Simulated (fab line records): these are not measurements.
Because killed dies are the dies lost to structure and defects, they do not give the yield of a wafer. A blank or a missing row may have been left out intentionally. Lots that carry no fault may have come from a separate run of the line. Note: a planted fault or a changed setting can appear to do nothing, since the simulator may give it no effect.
The tool behind it: which one? + flow gf180mcu + 21 wafers from 7 lots sampled at 2 of the route's 602 steps

== WHAT THE GAUGES SHOWED, per wafer ==
GF_HV_LDD_RS_MEAS_53: uses a four-point probe to measure.
| lot  | measured     | on            | HV_LDD_RS (ohm/sq) |
|------|--------------|---------------|--------------------|
| L183 | day 13 00:16 | film_metro-02 | 417.7 418.0 418.1  |
| L185 | day 13 19:35 | film_metro-01 | 376.1 377.2 377.2  |
| L188 | day 14 16:40 | film_metro-04 | 375.7 375.3 376.0  |
| L196 | day 17 09:11 | film_metro-01 | 418.5 419.3 417.8  |
| L198 | day 17 20:49 | film_metro-01 | 421.0 420.9 420.7  |
| L202 | day 19 11:59 | film_metro-02 | 418.9 418.8 417.8  |
| L204 | day 20 03:03 | film_metro-04 | 418.3 418.8 419.6  |

== WHICH TOOL RAN EACH LOT (tool, then ch and the chambers of the sampled wafers, then the start) ==
| lot  | GF_HV_LDD_IMPLANT_36            |
|------|---------------------------------|
| L183 | implanter-02 ch 0, day 12 04:00 |
| L185 | implanter-02 ch 0, day 12 22:18 |
| L188 | implanter-02 ch 0, day 13 18:40 |
| L196 | implanter-02 ch 0, day 16 09:22 |
| L198 | implanter-02 ch 0, day 16 21:04 |
| L202 | implanter-02 ch 0, day 18 10:45 |
| L204 | implanter-02 ch 0, day 19 02:44 |
- GF_HV_LDD_IMPLANT_36

== THE ANSWER, worked out from the rows above alone ==
Rule: the usual values come from the lots themselves. The widest of any qualifying gaps counts: lots, ordered by their means at a reading, are off when they make up no more than a third of the lots, leave a main group of 4 or more, and stand apart from it by 3 or more times the standard deviation of that group's means. A main group is skipped when, at the precision printed for the reading in the tables above, its means are all equal. Also off: a lot with no number at a reading for which 4 or more lots have one. Where the step has rows for the other lots, those lots are counted as sound.
Off: at GF_HV_LDD_RS_MEAS_53 (HV_LDD_RS), L185, L188. The main group has a mean of 418.9 ohm/sq with a standard deviation of 1.
A tool fits if, at a process step before that reading, it ran every lot that is off, and no sound lot after the first of them. Gauges at GF_HV_LDD_RS_MEAS_53: tried the same way as those tools. Not one of the candidates tried fits.

== WHAT THE SIMULATOR HAD INSERTED ==
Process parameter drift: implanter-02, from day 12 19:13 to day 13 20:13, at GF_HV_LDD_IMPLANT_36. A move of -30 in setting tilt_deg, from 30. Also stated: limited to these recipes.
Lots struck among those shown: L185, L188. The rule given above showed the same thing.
